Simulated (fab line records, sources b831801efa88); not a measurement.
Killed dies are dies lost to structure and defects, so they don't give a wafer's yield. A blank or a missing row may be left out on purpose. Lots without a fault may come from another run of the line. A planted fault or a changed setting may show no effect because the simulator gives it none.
A struck lot beside a sound one | flow sky130 | 33 steps out of a route of 708
Sound: wafers L415.2, L415.3, L415.4. Struck: wafer L424.6. (L424.1, L424.3 of the same lot were not struck and are left out.) The cause comes at the end.
At each step with rows: each side's tool, then ch and its chambers, then its first start. Under that, the readings that differ: sound wafers | struck wafers | difference of the means | sigmas: that difference in standard deviations of wafers without a fault.
alike: readings whose means differ by less than 2 such deviations, and words and numbers that are the same on both sides. not compared: withheld readings, readings that some wafer has no value for, bounds like >300 that may hide the same value, and numbers for which the record gives no deviation and whose values overlap.
The two part at a step that has a row with sigmas, a row that says differs or no value, or rows on one side only. Numbers that don't overlap but have no deviation are shown without sigmas and don't part them. A reading that every wafer of one side lacks parts them only if that side has two wafers or more.

first, 8 steps without rows for these wafers: SKY_VIA1_ETCH_14 (etches BARC in N2/H2, stops on SiO2, time 45.9 s, target depth 60 nm); SKY_VIA1_ETCH_15 (etches SiO2 in C4F8/O2/Ar, stops on TiN, target depth 351 nm, time 54 s); SKY_VIA1_STRIP_16 (strips in O2/N2); SKY_VIA1_STRIP_17 (strips in post etch residue remover, time 1200 s); SKY_VIA1_CLEAN_18 (cleans in IPA, time 180 s); SKY_VIA1_CLEAN_19 (cleans in O3/DIW); SKY_VIA1_SPUTTER_20 (material TiN, target thk 20 nm, time 80 s); SKY_VIA1_CVD_21 (deposits W, target thk 270 nm, time 80.902 s).
SKY_VIA1_CMP_24: polishes, stops on SiO2, t overpolish 15 s, target thk 0 nm.
  sound on cmp-02 ch 0,1,3, day 35 07:31; struck on cmp-01 ch 0, day 39 04:11
  alike: motor_current_A, overpolish_run_s, time_to_endpoint_s
then, 23 steps without rows for these wafers: SKY_METAL2_SPUTTER_00 (material Ti, target thk 15 nm, time 10 s); SKY_METAL2_SPUTTER_01 (material TiN, target thk 20 nm, time 16.7 s); SKY_METAL2_SPUTTER_02 (material AlCu, target thk 250 nm, time 13.3 s); SKY_METAL2_SPUTTER_03 (material Ti, target thk 5 nm, time 3.3 s); SKY_METAL2_SPUTTER_04 (material TiN, target thk 70 nm, time 58.3 s); SKY_METAL2_DEHYDRATE_07 (time 60 s); SKY_METAL2_HMDS_08 (prime time 60 s); SKY_METAL2_COAT_09 (resist thk 60 nm); SKY_METAL2_COAT_10 (resist thk 450 nm); SKY_METAL2_SOFTBAKE_11 (time 90 s); SKY_METAL2_EXPOSE_12 (exposes mask MM2, target cd 140 nm); SKY_METAL2_PEB_13; SKY_METAL2_DEVELOP_14 (develop time 60 s); SKY_METAL2_DESCUM_17 (chemistry O2, time 8 s); SKY_METAL2_ETCH_18 (etches BARC in N2/H2, stops on SiO2, time 45.9 s, target depth 60 nm); SKY_METAL2_METAL_ETCH_19 (etches the open film in Cl2/BCl3, stops on SiO2, target depth 360 nm, time 78 s); SKY_METAL2_STRIP_20 (strips in O2/N2); SKY_METAL2_STRIP_21 (strips in post etch residue remover, time 1200 s); SKY_METAL2_CLEAN_22 (cleans in IPA, time 180 s); SKY_METAL2_CLEAN_23 (cleans in O3/DIW); SKY_VIA2_HDPCVD_00 (deposits SiO2, target thk 1180 nm, time 196.7 s); SKY_VIA2_CMP_02 (polishes SiO2); SKY_VIA2_DEHYDRATE_04 (time 60 s).
-- the record jumps here: 11 days lie between the struck wafers' starts before and after (it left off in module VIA2 and takes up again in module PAD_OPEN, whose first step shown is number 708 of the route) --
SKY_PAD_OPEN_PROBE_99:
  sound on prober-01, day 46 18:50; struck on prober-01, day 49 16:25
  reading                               | sound             | struck | difference | sigmas
  defect_limited_yield (%)              | 84.6 82.9 83.5    | 49.4   | -34.3      | -17
  killed_at_M0_to_M3                    | 40 42 39          | 207    | +167       | +25
  killed_at_front_end                   | 7 13 17           | 23     | +11        | +2
  killed_dies                           | 76 84 81          | 249    | +169       | +17
  killed_on_rim                         | 24 16 12          | 49     | +32        | +10
  sort_bin_3_pad_short (%)              | 1.6 0.8 1.4       | 3.5    | +2.2       | +5
  sort_bin_5_function (%)               | 6.5 11.0 9.3      | 31.7   | +22.8      | +15
  sort_bin_6_memory (%)                 | 7.3 5.3 5.7       | 15.4   | +9.3       | +8
  sort_n_pass                           | 416 408 411       | 243    | -169       | -17
  sort_yield_pct (%)                    | 84.6 82.9 83.5    | 49.4   | -34.3      | -17
  model.etest.tester.sort_n_pass        | 416 408 411       | 243    | -169       |
  model.etest.tester.sort_yield_pct (%) | 84.55 82.93 83.54 | 49.39  | -34.28     |
  model.etest.tester.sort_bin_5_pct (%) | 6.504 10.98 9.35  | 31.71  | +22.77     |
  model.etest.tester.sort_bin_6_pct (%) | 7.317 5.285 5.691 | 15.45  | +9.35      |
  model.etest.tester.sort_bin_3_pct (%) | 1.626 0.813 1.423 | 3.455  | +2.168     |
  alike: killed_at_M4_up, killed_at_contacts, killed_at_other, killed_open, killed_short

WHERE THEY PART
Only at SKY_PAD_OPEN_PROBE_99, within this record.

WHY: what the simulator had put in
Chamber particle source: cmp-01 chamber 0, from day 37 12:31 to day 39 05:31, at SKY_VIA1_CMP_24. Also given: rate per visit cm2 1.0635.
